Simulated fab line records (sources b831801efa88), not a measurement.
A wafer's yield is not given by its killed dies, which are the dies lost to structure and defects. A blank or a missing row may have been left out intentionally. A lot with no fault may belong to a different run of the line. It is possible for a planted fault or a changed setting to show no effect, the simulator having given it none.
Problem report in the 8D (eight disciplines) form, filled by code	flow gf180mcu	the parts of the form that need people (team, actions taken, sign-off) are left out

== 1. THE PROBLEM ==
V3_W_RS at GF_V3_RS_MEAS_24 reads a mean of 0.169 ohm/sq on 6 wafers of 2 lots; wafers without a fault read 0.326 ohm/sq with a standard deviation of 0.0042. That puts it -37 standard deviations away from the usual mean.
The step: measures by four-point-probe.
Earliest sighting: wafer L780.3 on filmMetro-04 at day 27 13:37. Wafers with a number at this step in the record: 39, from 13 lots. By rule, "out" or "out of limits" means more than 4 standard deviations away from the usual mean. All remaining wafers that have a number are taken as sound.

== 2. WHAT IT IS, AND WHAT IT ISN'T ==
question	is	is not
which readings at this step	V3_W_RS	-
which lots	L780, L781	L767, L768, L770, L771, L772, L773, L774, L784, L785, L786, L789
which wafers of those lots	all that have a number	-
read on which gauges	filmMetro-04	filmMetro-01, filmMetro-02
when	from day 27 13:37	up to then (21 sound wafers); but 12 sound wafers of L784, L785, L786, L789 came after

== 3. SUSPECTS, AND WHAT RULES EACH OUT ==
Counting: any tool at a process step up to the reading is kept as a suspect provided that every lot that is out went through it and no sound lot did after the first of them.
- the gauge at GF_V3_RS_MEAS_24: kept. All the wafers that are out were read on filmMetro-04, and no step on other tools shows them out.
- cvdW-02 at GF_V3_CVD_23 (deposits W, target thk 350 nm, time 104.9 s): kept. Every lot that is out went through it, starting with L780 (day 27 13:30), and after that it ran no sound lot; the last sound lot it ran before then is L774 (day 25 22:11).
The count leaves filmMetro-04 at GF_V3_RS_MEAS_24 and cvdW-02 at GF_V3_CVD_23.

== 4. THE CAUSE (what the simulator had put in) ==
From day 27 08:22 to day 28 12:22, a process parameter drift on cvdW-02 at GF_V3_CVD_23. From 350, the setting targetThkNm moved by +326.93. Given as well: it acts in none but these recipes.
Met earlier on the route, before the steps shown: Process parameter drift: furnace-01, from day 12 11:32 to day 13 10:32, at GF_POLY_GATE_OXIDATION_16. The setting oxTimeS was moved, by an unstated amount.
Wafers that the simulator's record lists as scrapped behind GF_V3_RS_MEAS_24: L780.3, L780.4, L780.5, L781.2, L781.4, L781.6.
Of the 2 suspects that counting leaves, this tool is one.

== 5. THE CHAIN OF EFFECTS, in route order ==
Each row: a reading where the mean over the struck wafers with a number is more than 3 standard deviations away from the usual. Only readings whose record carries a usual standard deviation are examined. hours: median over the lots of the time between each lot's start at the first step of this table that gives one and its start at this step. sigmas: the change, counted in usual standard deviations.
hours	step	reading	usual	on struck wafers	change	sigmas
0	GF_V3_RS_MEAS_24	V3_W_RS	0.326 ohm/sq	0.169	-0.157	-37

== 6. HOW IT WOULD HAVE BEEN CAUGHT EARLIER ==
5 hours passed between the start of the fault at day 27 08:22 and the first reading out of limits at a measuring or inspecting step in this record, taken at day 27 13:37.
Tool readings at GF_V3_CVD_23 with a usual standard deviation given in the record: none out on any struck wafer, hence no alarm at a limit of 4 standard deviations on them.
L781, from the lots that are out (2), started GF_V3_CVD_23 on cvdW-02 later than day 27 13:37. Putting the tool on hold at that point would have spared it.
